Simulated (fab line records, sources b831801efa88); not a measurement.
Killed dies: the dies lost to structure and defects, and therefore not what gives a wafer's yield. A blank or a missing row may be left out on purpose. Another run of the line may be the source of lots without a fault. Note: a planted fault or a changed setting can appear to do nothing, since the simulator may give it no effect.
Comparing a struck lot with a sound one    flow sky130    15 out of 708 route steps
Sound: wafers L223.3, L223.4, L223.6. Struck: wafers L231.1, L231.4, L231.6. The cause is named last.
Per side, at each step with rows, come the tool, then ch with its chambers, and then its first start. Under that, the readings that differ: sound wafers    struck wafers    difference of the means    sigmas: that difference in standard deviations of wafers without a fault.
alike: same words and numbers on both sides, and readings whose means sit less than 2 such deviations apart. not compared: any withheld reading, any reading some wafer has no value for, any bound like >300 that may hide the same value, and any number with overlapping values for which the record gives no deviation.
Wherever a step has rows on one side only, a row that says differs or no value, or a row with sigmas, the two part there. Non-overlapping numbers with no deviation appear without sigmas and do not part them. A reading missing from all wafers of one side parts the sides only when that side holds two or more wafers.

first, 3 steps without rows for these wafers: SKY_CONTACT_STRIP_20 (strips in post etch residue remover, time 1200 s); SKY_CONTACT_CLEAN_21 (cleans in IPA, time 180 s); SKY_CONTACT_CLEAN_22 (cleans in O3/DIW).
SKY_CONTACT_SPUTTER_23: material TiN, target thk 20 nm, time 80 s.
  sound on pvd_sputter-03, day 35 10:34; struck on pvd_sputter-03, day 37 06:58
  alike: cathode_dc_power_W, chamber_pressure_pa, throttle_valve_pct
then, 1 step without rows for these wafers: SKY_CONTACT_CVD_24 (deposits W, target thk 340 nm, time 102.12 s).
SKY_CONTACT_RS_MEAS_25: the measuring method here is four-point-probe.
  sound on film_metro-02, day 35 10:53; struck on film_metro-01, day 37 07:09
  alike: CONTACT_W_RS
SKY_CONTACT_THK_MEAS_26: measures by xrf.
  sound on film_metro-02, day 35 10:59; struck on film_metro-01, day 37 07:16
  alike: CONTACT_W_THK
SKY_CONTACT_CMP_27: polishes, stops on SiO2, t overpolish 15 s, target thk 0 nm.
  sound on cmp-02 ch 0,1,2, day 35 11:02; struck on cmp-01 ch 0,2,3, day 37 07:23
  alike: motor_current_A, overpolish_run_s, slurry_filter_dp_kPa, time_to_endpoint_s
SKY_METAL1_SPUTTER_00: material Ti, target thk 15 nm, time 10 s.
  sound on pvd_sputter-01, day 35 11:20; struck on pvd_sputter-02, day 37 07:38
  alike: cathode_dc_power_W, chamber_pressure_pa, throttle_valve_pct
SKY_METAL1_SPUTTER_01: material TiN, target thk 20 nm, time 16.7 s.
  sound on pvd_sputter-01, day 35 11:22; struck on pvd_sputter-02, day 37 07:39
  alike: cathode_dc_power_W, chamber_pressure_pa, throttle_valve_pct
then, 1 step without rows for these wafers: SKY_METAL1_SPUTTER_02 (material AlCu, target thk 250 nm, time 13.3 s).
SKY_METAL1_SPUTTER_03: material Ti, target thk 5 nm, time 3.3 s.
  sound on pvd_sputter-01, day 35 11:25; struck on pvd_sputter-02, day 37 07:42
  alike: cathode_dc_power_W, chamber_pressure_pa, throttle_valve_pct
SKY_METAL1_SPUTTER_04: material TiN, target thk 70 nm, time 58.3 s.
  sound on pvd_sputter-01, day 35 11:26; struck on pvd_sputter-02, day 37 07:43
  no value came back on the struck wafers for cathode_dc_power_W (W), chamber_pressure_pa (Pa), throttle_valve_pct (%); on the sound wafers cathode_dc_power_W (W) reads 6500.0 6499.6 6499.4
SKY_METAL1_THK_MEAS_06: measures by xrf.
  sound on film_metro-04, day 35 11:37; struck on film_metro-01, day 37 07:53
reading               sound              struck             difference  sigmas
METAL1_ALCU_THK (nm)  250.3 253.4 248.8  288.5 288.8 287.2  +37.3       +12
then, 1 step without rows for these wafers: SKY_METAL1_DEHYDRATE_07 (time 60 s).

== WHERE THEY PART ==
At SKY_METAL1_SPUTTER_04 first; at SKY_METAL1_THK_MEAS_06 last (within this record only).

WHY: what the simulator had put in
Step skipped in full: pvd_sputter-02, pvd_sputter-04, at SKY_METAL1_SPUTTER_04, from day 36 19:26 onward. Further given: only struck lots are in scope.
